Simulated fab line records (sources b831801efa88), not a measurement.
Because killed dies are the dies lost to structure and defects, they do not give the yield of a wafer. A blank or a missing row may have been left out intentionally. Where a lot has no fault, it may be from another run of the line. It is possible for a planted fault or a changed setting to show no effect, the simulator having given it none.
What tool caused it? + flow sky130 + Sampling: 12 lots, 36 wafers, 3 of 708 route steps

== WHAT THE GAUGES SHOWED, per wafer ==
SKY_PASSIVATION_THK_MEAS_03. Usual: PASSIVATION_CVD_02_THK 539 nm, standard deviation 7.7.
| lot  | measured     | on            | PASSIVATION_CVD_02_THK (nm) | flag |
|------|--------------|---------------|-----------------------------|------|
| L162 | day 44 21:39 | film_metro-04 | 533 539 547                 |      |
| L163 | day 45 06:49 | film_metro-01 | 528 537 539                 |      |
| L164 | day 45 04:44 | film_metro-03 | 540 551 551                 |      |
| L165 | day 45 19:29 | film_metro-04 | 536 528 534                 |      |
| L166 | day 46 02:11 | film_metro-01 | 527 535 544                 |      |
| L167 | day 46 03:25 | film_metro-03 | 547 557 544                 |      |
| L168 | day 46 08:07 | film_metro-04 | 533 543 543                 |      |
| L169 | day 46 20:50 | film_metro-01 | 530 535 545                 |      |
| L176 | day 48 11:56 | film_metro-04 | 534 548 545                 |      |
| L180 | day 49 07:38 | film_metro-03 | 533 549 539                 |      |
| L182 | day 49 17:31 | film_metro-03 | 545 545 555                 |      |
| L183 | day 49 23:41 | film_metro-03 | 530 535 543                 |      |

== WHAT TOOL EACH LOT RAN ON (gives the tool, then ch and the chambers of the sampled wafers, and finally the start) ==
| lot  | SKY_METAL2_SPUTTER_00        | SKY_METAL5_SPUTTER_04        |
|------|------------------------------|------------------------------|
| L162 | pvd_sputter-04, day 34 21:22 | pvd_sputter-03, day 43 22:40 |
| L163 | pvd_sputter-02, day 35 07:53 | pvd_sputter-03, day 44 07:23 |
| L164 | pvd_sputter-04, day 35 11:21 | pvd_sputter-02, day 44 05:08 |
| L165 | pvd_sputter-02, day 36 00:41 | pvd_sputter-03, day 44 20:08 |
| L166 | pvd_sputter-04, day 36 08:55 | pvd_sputter-04, day 45 02:40 |
| L167 | pvd_sputter-02, day 36 09:50 | pvd_sputter-03, day 45 04:00 |
| L168 | pvd_sputter-02, day 36 16:23 | pvd_sputter-04, day 45 08:52 |
| L169 | pvd_sputter-02, day 37 08:05 | pvd_sputter-04, day 45 22:03 |
| L176 | pvd_sputter-02, day 39 10:46 | pvd_sputter-03, day 47 14:43 |
| L180 | pvd_sputter-02, day 40 10:02 | pvd_sputter-02, day 48 11:51 |
| L182 | pvd_sputter-04, day 41 00:38 | pvd_sputter-04, day 48 22:07 |
| L183 | pvd_sputter-04, day 41 09:26 | pvd_sputter-03, day 49 04:37 |
- SKY_METAL2_SPUTTER_00: material Ti, target thk 15 nm, time 10 s.
- SKY_METAL5_SPUTTER_04: material TiN, target thk 70 nm, time 58.3 s.

== WHAT THE TOOLS THEMSELVES READ (means of the sampled wafers that have a number; where no wafer has one, the mark that the record gives instead) ==
SKY_METAL2_SPUTTER_00. Usual: throttle_valve_pct at 29.4 %, with a standard deviation of 0.89.
| lot  | tool           | throttle_valve_pct (%) | flag |
|------|----------------|------------------------|------|
| L162 | pvd_sputter-04 | 29.6                   |      |
| L163 | pvd_sputter-02 | 29.2                   |      |
| L164 | pvd_sputter-04 | 30.2                   |      |
| L165 | pvd_sputter-02 | 28.5                   |      |
| L166 | pvd_sputter-04 | 30.3                   |      |
| L167 | pvd_sputter-02 | 29.2                   |      |
| L168 | pvd_sputter-02 | 28.2                   |      |
| L169 | pvd_sputter-02 | 28.1                   |      |
| L176 | pvd_sputter-02 | 28.7                   |      |
| L180 | pvd_sputter-02 | 29.6                   |      |
| L182 | pvd_sputter-04 | 29.9                   |      |
| L183 | pvd_sputter-04 | 29.9                   |      |

SKY_METAL5_SPUTTER_04. Usual: throttle_valve_pct at 29.5 %, with a standard deviation of 0.85.
| lot  | tool           | throttle_valve_pct (%) | flag |
|------|----------------|------------------------|------|
| L162 | pvd_sputter-03 | 29.9                   |      |
| L163 | pvd_sputter-03 | 29.8                   |      |
| L164 | pvd_sputter-02 | 29.4                   |      |
| L165 | pvd_sputter-03 | 30.0                   |      |
| L166 | pvd_sputter-04 | 29.2                   |      |
| L167 | pvd_sputter-03 | 29.9                   |      |
| L168 | pvd_sputter-04 | 29.9                   |      |
| L169 | pvd_sputter-04 | 29.7                   |      |
| L176 | pvd_sputter-03 | 30.2                   |      |
| L180 | pvd_sputter-02 | 29.1                   |      |
| L182 | pvd_sputter-04 | 29.5                   |      |
| L183 | pvd_sputter-03 | 29.5                   |      |

== THE ANSWER, worked out from the rows above alone ==
Rule: lot off if the mean of its wafers having a number is beyond 3 standard deviations from the usual mean. Also off: a lot with no number at a reading for which 4 or more lots have one. Where the step has rows for the other lots, those lots are counted as sound. The gauges are gone through in route order, then the tools' own readings, and for those a lot's mean is taken as printed above. The first step at which some lot is off is used, and at that step the reading that is off furthest; a lot without a number counts as furthest.
Across all readings shown, no lot is off: no conclusion can be drawn from this.

== WHAT THE SIMULATOR PUT IN ==
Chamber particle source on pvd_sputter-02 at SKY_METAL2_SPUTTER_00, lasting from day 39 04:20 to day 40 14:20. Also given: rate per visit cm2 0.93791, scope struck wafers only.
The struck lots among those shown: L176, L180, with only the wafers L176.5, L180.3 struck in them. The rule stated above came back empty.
